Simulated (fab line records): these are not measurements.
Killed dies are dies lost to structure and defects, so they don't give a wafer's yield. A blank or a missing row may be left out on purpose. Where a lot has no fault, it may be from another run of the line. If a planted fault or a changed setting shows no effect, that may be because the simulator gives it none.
fab line records	flow sky130
record lots=5	wafers=15	last_day=49
route steps=708 shown GATE_OXIDE@198 POLY_GATE@204 RES_PROTECT@206
lots with no fault: from the same line, run without faults
start_h: the number of hours between the record's first day and the start of the first shown wafer of the lot	wait_h: time in hours since the lot's previous step	" same as the row above	L1.1+2: several wafers, shown together as one row	- no value, or no start was given	* or withheld: withheld	< > ~ a bound
route shown NAME@n: a module of which the file shows steps, and the number in the route of the first	usual: mean/standard deviation taken from wafers without a fault	same: alike in all rows	chamber/n: place in a boat	sites: readings site by site	_std_site: standard deviation of those values	_edge_site: the outer-site mean with the inner-site mean subtracted	radius_mm: for every site, how far away it sits from the centre of the wafer	mask NAME#n: copy n	behind: tool/chamber where the wafer was last shaped	hold: reason for holding the lot/hours on hold/outcome of the hold	device: transistor that didn't switch, given as n, p or np	end of line: the same wafers' tests at the end of the route	a step without rows: its recipe alone	killed: the dies lost at the first sort to structure and to defects; this is not the yield of the wafer	map: per-die view of a wafer (x killed, . not killed, _ where there is no die)
set.NAME: the setting that was run; set.NAME@STEP: the one run at that earlier step	model.NAME: the simulator's own value behind a step, which no gauge read
certain route steps with their lots: each step a table, each wafer a row
services: the hour from which a tool's chamber was out of use, counted from the record's first day as start_h (under 0 if before that day), plus the number of hours and why
## steps
# step SKY_GATE_OXIDE_IMPLANT_11
# recipe species=B	energy_kev=10	dose_cm2=2.6e+12	tilt_deg=withheld
# step SKY_GATE_OXIDE_WET_ETCH_12
# recipe chemistry=dHF	target_depth_nm=16.8	dry=n2_spin	target=SiO2	dilution=100:1	temp_c=25	time_s=336
# step SKY_GATE_OXIDE_STRIP_13
# recipe chemistry=O2/N2	power_w=1400	pressure_mtorr=1500	platen_temp_c=withheld	o2_flow_sccm=3000	n2_flow_sccm=300	overash_fraction=0.5
# usual drypump_motor_current_A=5.7/0.41	oes_product_au=0.716/0.0043	strip_time_to_endpoint_s=14.18/0.037
lot.wafer	tool	chamber	start_h	wait_h	drypump_motor_current_A	oes_product_au	rf_hours_counter_h	strip_time_to_endpoint_s
L472.1	plasma_asher-02	0	348.62	0.0	6.0	0.717	63	14.21
L472.2	"	1	"	"	6.5	0.713	63	14.17
L472.6	"	1	"	"	6.5	0.719	-	14.17
L476.2	plasma_asher-03	0	380.30	0.0	5.3	0.715	25	14.18
L476.4	"	1	"	"	5.6	0.718	-	14.14
L476.6	"	0	"	"	5.4	0.717	-	14.18
L483.1	plasma_asher-02	1	444.34	0.0	6.5	0.722	71	14.16
L483.3	"	1	"	"	6.5	0.713	-	14.15
L483.6	"	1	"	"	6.5	0.715	-	14.15
L484.1	plasma_asher-01	1	452.24	0.0	6.1	0.718	2	14.13
L484.2	"	0	"	"	5.4	0.723	2	14.18
L484.6	"	0	"	"	5.4	0.711	-	14.17
L485.2	plasma_asher-01	0	453.20	0.0	5.3	0.721	2	14.21
L485.3	"	0	"	"	5.4	0.720	-	14.18
L485.5	"	1	"	"	6.1	0.718	-	14.17
# step SKY_GATE_OXIDE_TW_MEAS_14
# usual GATE_OXIDE_TW=226.1/1.6
lot.wafer	tool	chamber	start_h	wait_h	GATE_OXIDE_TW
L472.1	film_metro-03	-	348.72	0.1	224.4
L472.2	"	-	"	"	225.2
L472.6	"	-	"	"	225.2
L476.2	film_metro-02	-	380.41	0.1	225.2
L476.4	"	-	"	"	225.8
L476.6	"	-	"	"	225.9
L483.1	film_metro-03	-	444.44	0.1	223.7
L483.3	"	-	"	"	223.6
L483.6	"	-	"	"	221.6
L484.1	film_metro-03	-	452.34	0.1	223.3
L484.2	"	-	"	"	224.3
L484.6	"	-	"	"	223.2
L485.2	film_metro-04	-	453.31	0.1	228.0
L485.3	"	-	"	"	228.6
L485.5	"	-	"	"	228.2
# step SKY_GATE_OXIDE_CLEAN_15
# recipe chemistry=SC1/SC2	mix=1:4:20	temp_c=70	time_s=150	dry=n2_spin
# step SKY_GATE_OXIDE_OXIDATION_16
# recipe temp_c=800	ambient=O2	idle_temp_c=700	ramp_up_c_per_min=10	ramp_down_c_per_min=3	stabilise_s=600	purge_s=300	target_thk_a=35.7	ox_time_s=1915
# step SKY_POLY_GATE_CVD_00
# recipe material=poly-Si	target_thk_nm=180	temp_c=620	time_s=720	pressure_mtorr=200
# step SKY_POLY_GATE_THK_MEAS_01
# recipe reads=poly-Si_of_POLY_GATE_CVD_00
# usual POLY_GATE_CVD_00_THK=181.1/1.4
lot.wafer	tool	chamber	start_h	wait_h	POLY_GATE_CVD_00_THK[nm]
L472.1	film_metro-01	-	353.04	0.0	180.8
L472.2	"	-	"	"	181.3
L472.6	"	-	"	"	179.6
L476.2	film_metro-01	-	385.62	0.0	180.7
L476.4	"	-	"	"	180.5
L476.6	"	-	"	"	179.7
L483.1	film_metro-01	-	447.28	0.0	178.7
L483.3	"	-	"	"	180.7
L483.6	"	-	"	"	179.1
L484.1	film_metro-01	-	455.88	0.0	181.0
L484.2	"	-	"	"	182.3
L484.6	"	-	"	"	181.6
L485.2	film_metro-03	-	457.09	0.0	180.2
L485.3	"	-	"	"	182.1
L485.5	"	-	"	"	179.8
# step SKY_RES_PROTECT_DEHYDRATE_00
# recipe temp_c=200	time_s=60
# step SKY_RES_PROTECT_HMDS_01
# recipe prime_time_s=60	prime_temp_c=120
# step SKY_RES_PROTECT_COAT_02
# recipe resist=NOVOLAK	spin_rpm=3000	resist_thk_nm=1140
# step SKY_RES_PROTECT_SOFTBAKE_03
# recipe temp_c=90	time_s=60	resist=NOVOLAK
# step SKY_RES_PROTECT_EXPOSE_04
# recipe mask_id=RPM	na=0.6	source_shape=conventional	sigma_outer=0.6	polarization=unpolarized	target_cd_nm=1270	dose_mj=131
lot.wafer	tool	chamber	start_h	wait_h	mask
L472.1+2+6	iline_stepper-02	0	367.40	-	RPM#0
L476.2+4+6	iline_stepper-02	0	399.80	-	RPM#0
L483.1+3+6	iline_stepper-02	0	462.60	-	TUNM#0
L484.1+2+6	iline_stepper-02	0	471.13	-	RPM#0
L485.2+3+5	iline_stepper-02	0	472.40	-	RPM#0
# step SKY_RES_PROTECT_PEB_05
# recipe temp_c=withheld	time_s=*	resist=NOVOLAK
# step SKY_RES_PROTECT_DEVELOP_06
# recipe resist=NOVOLAK	developer=TMAH	develop_time_s=60	dev_temp_c=23
# step SKY_POLY_GATE_IMPLANT_02
# recipe species=P	energy_kev=30	dose_cm2=7.7e+15	tilt_deg=0
# step SKY_RES_PROTECT_STRIP_07
# recipe chemistry=O2/N2	power_w=1400	pressure_mtorr=1500	platen_temp_c=withheld	o2_flow_sccm=3000	n2_flow_sccm=300	overash_fraction=0.5
# usual drypump_motor_current_A=5.6/0.42	oes_product_au=0.517/0.0048	strip_time_to_endpoint_s=23.29/0.037
lot.wafer	tool	chamber	start_h	wait_h	drypump_motor_current_A	oes_product_au	rf_hours_counter_h	strip_time_to_endpoint_s
L472.1	plasma_asher-03	0	381.88	0.1	5.3	0.524	25	23.28
L472.2	"	1	"	"	5.5	0.514	25	23.34
L472.6	"	1	"	"	5.5	0.512	-	23.28
L476.2	plasma_asher-04	1	414.38	0.1	6.3	0.527	62	23.34
L476.4	"	1	"	"	6.3	0.517	-	23.30
L476.6	"	0	"	"	5.2	0.521	-	23.28
L483.1	plasma_asher-03	1	477.98	0.1	5.5	0.518	35	23.29
L483.3	"	0	"	"	5.3	0.509	-	23.28
L483.6	"	0	"	"	5.3	0.515	-	23.29
L484.1	plasma_asher-01	0	486.93	0.1	5.4	0.514	5	23.24
L484.2	"	1	"	"	6.1	0.513	5	23.23
L484.6	"	1	"	"	6.1	0.520	-	23.24
L485.2	plasma_asher-03	0	488.05	0.1	5.3	0.522	36	23.30
L485.3	"	1	"	"	5.5	0.517	-	23.30
L485.5	"	1	"	"	5.5	0.516	-	23.29
# step SKY_RES_PROTECT_TW_MEAS_08
# usual POLY_GATE_TW=4053/37
lot.wafer	tool	chamber	start_h	wait_h	POLY_GATE_TW
L472.1	film_metro-03	-	381.98	0.1	4034
L472.2	"	-	"	"	4028
L472.6	"	-	"	"	4026
L476.2	film_metro-03	-	414.49	0.1	4014
L476.4	"	-	"	"	3997
L476.6	"	-	"	"	3968
L483.1	film_metro-03	-	478.08	0.1	30
L483.3	"	-	"	"	30
L483.6	"	-	"	"	30
L484.1	film_metro-04	-	487.03	0.1	4087
L484.2	"	-	"	"	4094
L484.6	"	-	"	"	4096
L485.2	film_metro-04	-	488.16	0.1	4093
L485.3	"	-	"	"	4076
L485.5	"	-	"	"	4063
# step SKY_RES_PROTECT_CLEAN_09
# recipe chemistry=SC1/SC2	mix=1:4:20	temp_c=70	time_s=150	dry=n2_spin
## services
tool	chamber	start_h	hours	kind
plasma_asher-02	-	337.53	2.8	pm
plasma_asher-02	-	377.05	8.5	repair
plasma_asher-01	-	381.87	3.7	repair
plasma_asher-01	-	421.25	9.0	pm
plasma_asher-01	0	421.25	9.0	vent_cycle
plasma_asher-01	1	421.25	9.0	vent_cycle
plasma_asher-01	0	430.25	-	clean
plasma_asher-01	1	430.25	-	clean
iline_stepper-02	-	478.75	5.0	repair
## key
first_sign step=SKY_RES_PROTECT_EXPOSE_04	reading=mask	direction=changed
effect step=SKY_RES_PROTECT_TW_MEAS_08	reading=POLY_GATE_TW	direction=down	sigmas=99+	usual=4053	struck=30
met_at SKY_RES_PROTECT_EXPOSE_04
struck_wafers L483.1,L483.3,L483.6
tester_left_out L483
baseline_loss step=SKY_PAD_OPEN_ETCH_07	wafers=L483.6
onset_between 399.80 462.60
fault kind=wrong_mask	tool=any	chamber=-	onset_h=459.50	steps=SKY_RES_PROTECT_EXPOSE_04	aux_copy=TUNM#0	scope=struck_lots_only
# tester_left_out: of these lots the tester's yield and bins aren't shown, on N5 and GAA mostly nor the transistor test; their killed dies are dies lost to structure and defects alone, not to doping, threshold or leakage, so they don't give the yield
# baseline_loss: these wafers lose ten dies or more at that step, a loss of the line's own and not of a fault; the sort's usual values leave them out
